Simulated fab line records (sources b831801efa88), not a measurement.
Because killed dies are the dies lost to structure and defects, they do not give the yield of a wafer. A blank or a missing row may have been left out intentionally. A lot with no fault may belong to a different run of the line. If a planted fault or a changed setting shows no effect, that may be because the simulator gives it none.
Chamber matching + flow sky130 + SKY_METAL4_ETCH_17 on rie_diel-02 has 4 sister chambers
The step etches SiO2 in C4F8/O2/Ar, stops on TiN, time 3.9 s, target depth 15 nm. 20 wafers are shown with their chamber, then 10 later ones without.

## WAFERS PAIRED WITH THEIR CHAMBERS
| wafer  | chamber | rf_fwd_power_W (W) | oes_product_au (a.u.) |
|--------|---------|--------------------|-----------------------|
| L078.2 | 3       | 1464               | 0.751                 |
| L078.4 | 1       | 1467               | 0.762                 |
| L078.6 | 0       | 1470               | 0.755                 |
| L082.1 | 2       | 1485               | 0.767                 |
| L082.5 | 2       | 1478               | 0.756                 |
| L082.6 | 3       | 1465               | 0.745                 |
| L083.1 | 0       | 1478               | 0.757                 |
| L083.3 | 1       | 1456               | 0.755                 |
| L083.4 | 3       | 1462               | 0.764                 |
| L084.1 | 1       | 1464               | 0.751                 |
| L084.2 | 2       | 1466               | 0.748                 |
| L084.6 | 3       | 1464               | 0.749                 |
| L086.1 | 2       | 1482               | 0.753                 |
| L086.4 | 1       | 1461               | 0.760                 |
| L086.6 | 1       | 1462               | 0.745                 |
| L088.1 | 0       | 1472               | 0.755                 |
| L088.2 | 3       | 1463               | 0.756                 |
| L088.4 | 2       | 1476               | 0.771                 |
| L090.3 | 3       | 1465               | 0.758                 |
| L090.5 | 1       | 1473               | 0.754                 |

SIGNATURES, as means of the wafers listed above
| reading        | chamber 0 | chamber 1 | chamber 2 | chamber 3 | scatter within a chamber |
|----------------|-----------|-----------|-----------|-----------|--------------------------|
| rf_fwd_power_W | 1473.33   | 1463.83   | 1477.40   | 1463.83   | 5.12                     |
| oes_product_au | 0.75567   | 0.75450   | 0.75900   | 0.75383   | 0.00708                  |
Rule: for a wafer and a chamber, the distance is found by dividing, reading by reading, the gap between the wafer's reading and the chamber's mean by the reading's scatter, squaring, summing and taking the root. If the next closest chamber is less than 2 further off than the closest, the wafer can't be placed; otherwise it belongs to the closest. The scatter: the root of (the sum of the squares of (reading less its chamber's mean) over the shown wafers, divided by (wafers less chambers)).

## WAFERS WITHOUT THEIR CHAMBER
| wafer  | rf_fwd_power_W (W) | oes_product_au (a.u.) |
|--------|--------------------|-----------------------|
| L090.6 | 1478               | 0.751                 |
| L092.1 | 1481               | 0.745                 |
| L092.4 | 1475               | 0.751                 |
| L092.5 | 1474               | 0.757                 |
| L091.2 | 1461               | 0.751                 |
| L091.3 | 1480               | 0.747                 |
| L091.5 | 1470               | 0.757                 |
| L097.1 | 1462               | 0.748                 |
| L097.2 | 1484               | 0.759                 |
| L097.3 | 1465               | 0.749                 |

## WHICH CHAMBER EACH ONE RAN IN
| wafer  | from the rows above               | in truth |
|--------|-----------------------------------|----------|
| L090.6 | can't be placed: 0 or 2 or 3 or 1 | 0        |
| L092.1 | can't be placed: 2 or 0 or 3 or 1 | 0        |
| L092.4 | can't be placed: 0 or 2 or 3 or 1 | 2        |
| L092.5 | can't be placed: 0 or 2 or 1 or 3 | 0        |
| L091.2 | can't be placed: 3 or 1 or 0      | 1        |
| L091.3 | can't be placed: 2 or 0 or 3 or 1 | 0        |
| L091.5 | can't be placed: 0 or 1 or 3 or 2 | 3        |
| L097.1 | can't be placed: 3 or 1 or 0      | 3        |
| L097.2 | can't be placed: 2 or 0           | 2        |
| L097.3 | can't be placed: 3 or 1 or 0      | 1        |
Placed correctly: 0 of 10. Can't be placed from these rows: 10 (the true chamber is among the candidates in 10). Placed wrongly: 0.
